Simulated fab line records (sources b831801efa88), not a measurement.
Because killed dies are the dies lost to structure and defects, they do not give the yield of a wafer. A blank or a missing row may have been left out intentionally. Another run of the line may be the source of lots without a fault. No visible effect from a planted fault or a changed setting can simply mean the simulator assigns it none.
Which tool is to blame? + flow gf180mcu + Sampling: 13 lots, 39 wafers, 5 of 602 route steps

WHAT THE GAUGES READ, wafer by wafer
GF_M5_CD_MEAS_07: the cd target is 280 nm. Usual: cdNm at 279.8 nm, with a standard deviation of 1.1.
| lot  | measured     | on       | cdNm (nm)         | flag |
|------|--------------|----------|-------------------|------|
| L804 | day 26 02:47 | cdSem-01 | 277.8 277.8 279.3 |      |
| L805 | day 26 11:45 | cdSem-02 | 279.8 279.4 279.5 |      |
| L807 | day 27 04:55 | cdSem-01 | 279.4 280.0 278.9 |      |
| L809 | day 27 21:31 | cdSem-02 | 278.8 277.4 278.6 |      |
| L811 | day 28 13:33 | cdSem-01 | 281.0 280.0 280.4 |      |
| L812 | day 28 22:26 | cdSem-02 | 280.0 279.9 281.1 |      |
| L819 | day 30 21:06 | cdSem-01 | 279.3 279.7 280.3 |      |
| L821 | day 31 09:42 | cdSem-02 | 280.2 278.8 279.5 |      |
| L823 | day 31 18:12 | cdSem-02 | 279.6 281.1 280.6 |      |
| L822 | day 31 19:09 | cdSem-01 | 280.9 281.5 280.9 |      |
| L824 | day 32 01:30 | cdSem-02 | 280.5 281.0 281.6 |      |
| L825 | day 32 07:33 | cdSem-02 | 279.3 279.5 279.3 |      |
| L826 | day 32 11:14 | cdSem-01 | 282.3 282.0 281.5 |      |

GF_V5_THK_MEAS_01. Usual: V5_CVD_00_THK typically reads 301 nm, with standard deviation 3.5.
| lot  | measured     | on           | V5_CVD_00_THK (nm) | flag |
|------|--------------|--------------|--------------------|------|
| L804 | day 26 03:46 | filmMetro-01 | 301 303 300        |      |
| L805 | day 26 12:37 | filmMetro-01 | 302 301 303        |      |
| L807 | day 27 05:47 | filmMetro-01 | 306 303 303        |      |
| L809 | day 27 22:43 | filmMetro-02 | 305 302 305        |      |
| L811 | day 28 14:25 | filmMetro-02 | 258 256 260        | OFF  |
| L812 | day 28 23:17 | filmMetro-03 | 258 260 260        | OFF  |
| L819 | day 30 22:00 | filmMetro-01 | 303 295 297        |      |
| L821 | day 31 10:34 | filmMetro-01 | 304 303 304        |      |
| L823 | day 31 19:04 | filmMetro-02 | 297 298 302        |      |
| L822 | day 31 20:01 | filmMetro-03 | 303 301 301        |      |
| L824 | day 32 02:22 | filmMetro-03 | 300 294 302        |      |
| L825 | day 32 08:25 | filmMetro-01 | 299 301 299        |      |
| L826 | day 32 12:05 | filmMetro-02 | 301 302 303        |      |

GF_V5_CD_MEAS_14: the cd target is 260 nm. Usual: cdNm at 260.0 nm, with a standard deviation of 1.1.
| lot  | measured     | on       | cdNm (nm)         | flag |
|------|--------------|----------|-------------------|------|
| L804 | day 27 01:07 | cdSem-01 | 260.2 259.5 260.3 |      |
| L805 | day 27 09:45 | cdSem-01 | 260.2 260.7 259.2 |      |
| L807 | day 28 01:31 | cdSem-02 | 259.4 259.4 260.3 |      |
| L809 | day 28 18:10 | cdSem-02 | 260.7 260.1 259.9 |      |
| L811 | day 29 10:16 | cdSem-01 | 261.9 260.1 260.7 |      |
| L812 | day 29 19:49 | cdSem-01 | 259.4 259.7 259.9 |      |
| L819 | day 31 16:03 | cdSem-01 | 259.5 259.0 258.1 |      |
| L821 | day 32 03:50 | cdSem-02 | 261.1 261.2 260.8 |      |
| L823 | day 32 12:29 | cdSem-02 | 261.7 259.4 259.7 |      |
| L822 | day 32 13:15 | cdSem-01 | 260.9 261.3 260.5 |      |
| L824 | day 32 19:30 | cdSem-02 | 258.8 258.3 257.9 |      |
| L825 | day 33 01:17 | cdSem-01 | 260.9 261.7 262.3 |      |
| L826 | day 33 04:37 | cdSem-01 | 258.1 258.0 257.5 |      |

WHAT TOOL EACH LOT RAN ON (gives the tool, then ch and the chambers of the sampled wafers, and finally the start)
| lot  | GF_MIM_SPUTTER_07           | GF_V5_CVD_00                     |
|------|-----------------------------|----------------------------------|
| L804 | pvdSputter-04, day 24 07:10 | hdpcvd-01 ch 0,2, day 26 03:42   |
| L805 | pvdSputter-02, day 24 16:44 | hdpcvd-01 ch 1,2, day 26 12:35   |
| L807 | pvdSputter-03, day 25 11:47 | hdpcvd-01 ch 1,2, day 27 05:44   |
| L809 | pvdSputter-02, day 26 04:17 | hdpcvd-01 ch 0,1,2, day 27 22:40 |
| L811 | pvdSputter-04, day 26 21:17 | hdpcvd-01 ch 0,2, day 28 14:23   |
| L812 | pvdSputter-03, day 27 07:40 | hdpcvd-01 ch 0,1,2, day 28 23:14 |
| L819 | pvdSputter-04, day 29 08:58 | hdpcvd-02 ch 0,1,2, day 30 21:57 |
| L821 | pvdSputter-02, day 29 22:00 | hdpcvd-02 ch 0,2, day 31 10:32   |
| L823 | pvdSputter-03, day 30 06:19 | hdpcvd-01 ch 0,1,2, day 31 19:01 |
| L822 | pvdSputter-04, day 30 07:58 | hdpcvd-01 ch 1,2, day 31 19:58   |
| L824 | pvdSputter-03, day 30 14:02 | hdpcvd-02 ch 0,1,2, day 32 02:19 |
| L825 | pvdSputter-03, day 30 21:04 | hdpcvd-02 ch 0,2, day 32 08:23   |
| L826 | pvdSputter-02, day 31 01:25 | hdpcvd-01 ch 0,1,2, day 32 12:01 |
- GF_MIM_SPUTTER_07: material TiN, target thk 60 nm, time 50 s.
- GF_V5_CVD_00: deposits SiO2, target thk 300 nm, time 50 s.

WHAT THE TOOLS THEMSELVES READ (means of the sampled wafers that have a number; where no wafer has one, the mark that the record gives instead)
GF_MIM_SPUTTER_07. Usual: throttleValvePct at 29.6 %, with a standard deviation of 1.1.
| lot  | tool          | throttleValvePct (%) | flag |
|------|---------------|----------------------|------|
| L804 | pvdSputter-04 | 29.4                 |      |
| L805 | pvdSputter-02 | 29.0                 |      |
| L807 | pvdSputter-03 | 30.4                 |      |
| L809 | pvdSputter-02 | 28.7                 |      |
| L811 | pvdSputter-04 | 29.6                 |      |
| L812 | pvdSputter-03 | 30.3                 |      |
| L819 | pvdSputter-04 | 30.1                 |      |
| L821 | pvdSputter-02 | 29.4                 |      |
| L823 | pvdSputter-03 | 30.9                 |      |
| L822 | pvdSputter-04 | 30.6                 |      |
| L824 | pvdSputter-03 | 30.1                 |      |
| L825 | pvdSputter-03 | 30.4                 |      |
| L826 | pvdSputter-02 | 28.5                 |      |

GF_V5_CVD_00. Usual: sih4FlowSccm at 59.97 sccm, with a standard deviation of 0.18.
| lot  | tool      | sih4FlowSccm (sccm) | flag |
|------|-----------|---------------------|------|
| L804 | hdpcvd-01 | 59.95               |      |
| L805 | hdpcvd-01 | 59.96               |      |
| L807 | hdpcvd-01 | 59.96               |      |
| L809 | hdpcvd-01 | 60.00               |      |
| L811 | hdpcvd-01 | 50.98               | OFF  |
| L812 | hdpcvd-01 | 50.86               | OFF  |
| L819 | hdpcvd-02 | 59.72               |      |
| L821 | hdpcvd-02 | 59.84               |      |
| L823 | hdpcvd-01 | 59.91               |      |
| L822 | hdpcvd-01 | 60.03               |      |
| L824 | hdpcvd-02 | 60.15               |      |
| L825 | hdpcvd-02 | 59.90               |      |
| L826 | hdpcvd-01 | 60.09               |      |

THE ANSWER, worked out from the rows above alone
Rule: lot off if the mean of its wafers having a number is beyond 3 standard deviations from the usual mean. Also off: a lot with no number at a reading for which 4 or more lots have one. Any other lot the step has rows for is counted as sound. Order of review: gauges by route order, followed by the tools' own readings, for which a lot's mean as printed above is used. The first step at which some lot is off is used, and at that step the reading that is off furthest; a lot without a number counts as furthest.
Off: L811, L812, seen at GF_V5_THK_MEAS_01 (V5_CVD_00_THK).
A tool fits if, at a process step before that reading, it ran every lot that is off, and no sound lot after the first of them. Not tried: the gauges at GF_V5_THK_MEAS_01; whatever is off there is also off at GF_V5_CVD_00, on other tools, and gauge error can't account for it. None of those tried fits.

WHAT HAD BEEN PUT IN BY THE SIMULATOR
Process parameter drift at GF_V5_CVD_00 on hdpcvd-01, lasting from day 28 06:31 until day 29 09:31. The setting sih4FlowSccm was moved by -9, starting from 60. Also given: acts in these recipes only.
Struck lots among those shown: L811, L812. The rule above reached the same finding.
